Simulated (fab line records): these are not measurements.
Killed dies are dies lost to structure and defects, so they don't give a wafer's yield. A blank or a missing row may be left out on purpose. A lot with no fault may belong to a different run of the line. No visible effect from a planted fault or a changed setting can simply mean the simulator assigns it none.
A single fault, viewed from 2 desks -- flow sfqLine -- what lay behind the numbers comes last; until then each desk has only its own

AT THE TOOL OWNER'S DESK: rieDiel-01
The tool's own readings at SFQ_TRILAYER_I2_VIA_BARC_OPEN_VIA_ETCH_096 (etches BARC in O2, target depth 125 nm, time 41.7 s): means of the sampled wafers that have a number, for each lot that ran on this tool. Any lot whose mean is over 4 standard deviations away from the usual mean is out of limits and marked OUT; that distance is given in the brackets.
Columns: A = drypumpMotorCurrentA at SFQ_TRILAYER_I2_VIA_BARC_OPEN_VIA_ETCH_096, usual 5.7 A; B = oesProductAu at SFQ_TRILAYER_I2_VIA_BARC_OPEN_VIA_ETCH_096, usual 0.685 a.u.; C = runLengthS at SFQ_TRILAYER_I2_VIA_BARC_OPEN_VIA_ETCH_096, usual 70.1 s
lot,first seen here,A,B,C
L694,day 31 00:06,5.4,0.687,69.9
L699,day 38 05:29,5.8,0.643 (-8.8) OUT,78.0 (+15) OUT
L703,day 38 17:29,5.7,0.653 (-6.7) OUT,73.7 (+6.7) OUT
L704,day 38 19:53,4.9,0.637 (-10) OUT,78.3 (+16) OUT
This desk's finding: out of limits on L699, L703, L704; first on L699, day 38 05:29 (oesProductAu at SFQ_TRILAYER_I2_VIA_BARC_OPEN_VIA_ETCH_096). Within limits: L694.

THE METROLOGY DESK
What the gauges read, lot by lot, whatever tool the lot ran on: means of the sampled wafers that have a number. Any lot whose mean is over 4 standard deviations away from the usual mean is out of limits and marked OUT; that distance is given in the brackets.
Columns: A = I2_BOW at SFQ_I2_BOW_MEAS_917, usual 2 um; B = I2_OVL at SFQ_I2_OVL_MEAS_918, usual 1 nm
lot,first seen here,A,B
L689,day 23 15:24,-15,9
L694,day 30 20:29,13,2
L699,day 31 14:31,16,2
L703,day 32 01:20,10,-2
L704,day 32 04:26,-2,-5
L708,day 32 14:25,2,1
L711,day 32 20:26,-0,-4
This desk found nothing out of limits on any of the 7 lots.

ALL TOGETHER
An alarm could have come from the tool owner's desk at day 38 05:29, on L699, L703, L704.
The metrology desk saw nothing out of limits.
The metrology desk holds a record of L699, L703, L704, inside its limits.
SFQ_TRILAYER_I2_VIA_BARC_OPEN_VIA_ETCH_096 was run on rieDiel-01 by each of the lots named.

WHAT WAS PUT IN BY THE SIMULATOR
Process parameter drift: rieDiel-01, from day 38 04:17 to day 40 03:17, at SFQ_TRILAYER_I2_VIA_BARC_OPEN_VIA_ETCH_096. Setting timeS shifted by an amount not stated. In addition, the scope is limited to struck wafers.
Struck lots among those shown: L699, L703, L704.
Each desk's first reading out of limits, in hours after the fault started: the tool owner's desk, 1.
